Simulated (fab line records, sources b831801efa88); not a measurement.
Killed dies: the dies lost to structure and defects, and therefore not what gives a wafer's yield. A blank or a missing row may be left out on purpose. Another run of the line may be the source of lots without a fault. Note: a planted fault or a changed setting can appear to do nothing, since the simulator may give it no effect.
Which tool did it?    flow gf180mcu    7 lots, 21 wafers sampled, at 3 steps of a route of 602

WHAT THE GAUGES READ, wafer by wafer
GF_STI_THK_MEAS_30.
lot   measured     on            STI_OXIDATION_02_THK (nm)
L738  day 2 13:12  filmMetro-03  9.79 9.76 9.66
L740  day 2 21:38  filmMetro-01  9.92 9.79 9.78
L742  day 3 09:26  filmMetro-01  9.64 9.54 9.58
L750  day 5 02:07  filmMetro-03  9.96 10.16 9.95
L752  day 5 12:28  filmMetro-01  9.72 9.60 9.48
L756  day 6 07:55  filmMetro-02  10.04 10.07 9.94
L760  day 7 05:26  filmMetro-02  9.99 10.07 10.11

WHICH TOOL RAN EACH LOT (tool, then ch and the chambers of the sampled wafers, then the start)
lot   GF_STI_ETCH_13                    GF_STI_STRIP_15
L738  rieDiel-02 ch 0,1,2, day 2 06:17  plasmaAsher-02 ch 0,1, day 2 06:26
L740  rieDiel-03 ch 0,1, day 2 15:50    plasmaAsher-01 ch 0,1, day 2 15:59
L742  rieDiel-01 ch 0,1,3, day 3 03:08  plasmaAsher-02 ch 0,1, day 3 03:17
L750  rieDiel-01 ch 1,2,3, day 4 21:12  plasmaAsher-03 ch 0,1, day 4 21:23
L752  rieDiel-01 ch 1,2,3, day 5 08:05  plasmaAsher-02 ch 0,1, day 5 08:14
L756  rieDiel-03 ch 0,3, day 6 03:08    plasmaAsher-03 ch 0,1, day 6 03:17
L760  rieDiel-02 ch 0,2,3, day 6 23:53  plasmaAsher-01 ch 0,1, day 7 00:02
- GF_STI_ETCH_13: etches the open film in CHF3/O2, stops on Si, target depth 282.31 nm, time 112.9 s.
- GF_STI_STRIP_15: strips in O2/N2.

THE ANSWER, worked out from the rows above alone
Rule: the usual values come from the lots themselves. The widest of any qualifying gaps counts: lots, ordered by their means at a reading, are off when they make up no more than a third of the lots, leave a main group of 4 or more, and stand apart from it by 3 or more times the standard deviation of that group's means. The tables above print the reading to a certain number of digits; a main group whose means all agree to those digits is not used. Also off: a lot with no number at a reading for which 4 or more lots have one. Any other lot the step has rows for is counted as sound.
No lot is off on any of the readings shown, so nothing can be concluded from this.

WHAT THE SIMULATOR HAD PUT IN
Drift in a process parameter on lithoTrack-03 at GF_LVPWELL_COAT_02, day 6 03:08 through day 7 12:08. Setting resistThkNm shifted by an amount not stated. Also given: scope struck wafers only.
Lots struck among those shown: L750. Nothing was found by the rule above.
